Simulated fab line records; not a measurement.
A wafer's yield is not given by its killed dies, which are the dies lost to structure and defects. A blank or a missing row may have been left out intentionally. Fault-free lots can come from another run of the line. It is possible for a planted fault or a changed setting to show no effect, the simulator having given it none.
Matching of chambers    flow sky130    rieDiel-04 running SKY_SPACER_ETCHBACK_02: 4 sister chambers
The step etches Si3N4 in CH3F/O2, stops on SiO2, time 46.7 s, target depth 45 nm. 4 wafers are shown with their chamber, then 10 later ones without.

WAFERS, EACH WITH ITS CHAMBER
wafer   chamber  oesProductAu (a.u.)
L306.2  2        0.862
L306.4  0        0.852
L308.1  3        0.854
L308.3  1        0.854

WAFERS MISSING THEIR CHAMBER
wafer   oesProductAu (a.u.)
L308.6  0.856
L309.1  0.846
L309.2  0.852
L309.3  0.851
L311.3  0.856
L311.5  0.853
L311.6  0.856
L312.2  0.858
L312.4  0.857
L312.5  0.856

THE CHAMBER EACH PASSED THROUGH
wafer   from the rows above                in truth
L308.6  can't be placed: 1 or 3 or 0 or 2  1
L309.1  can't be placed: 0 or 1 or 3       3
L309.2  can't be placed: 0 or 1 or 3       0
L309.3  can't be placed: 0 or 1 or 3       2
L311.3  can't be placed: 1 or 3 or 0 or 2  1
L311.5  can't be placed: 0 or 1 or 3       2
L311.6  can't be placed: 1 or 3 or 0 or 2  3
L312.2  can't be placed: 1 or 2 or 3 or 0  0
L312.4  can't be placed: 1 or 3 or 0 or 2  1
L312.5  can't be placed: 1 or 3 or 0 or 2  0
0 of 10 placed correctly. Not placeable from these rows: 10 (in 8, the candidates include the true chamber). 0 placed wrongly.
How it was worked out, from the rows above alone: a wafer's distance from a chamber is the root of the sum, over the readings, of the square of ((its reading less the chamber's mean) divided by the reading's scatter). The wafer belongs to the nearest chamber; if the next one is less than 2 further off, it can't be placed. The mean given for a chamber averages the wafers shown for that chamber. The scatter (one wafer shown for each chamber): square how far every hidden wafer sits from the nearest shown wafer, average those squares and take the square root.
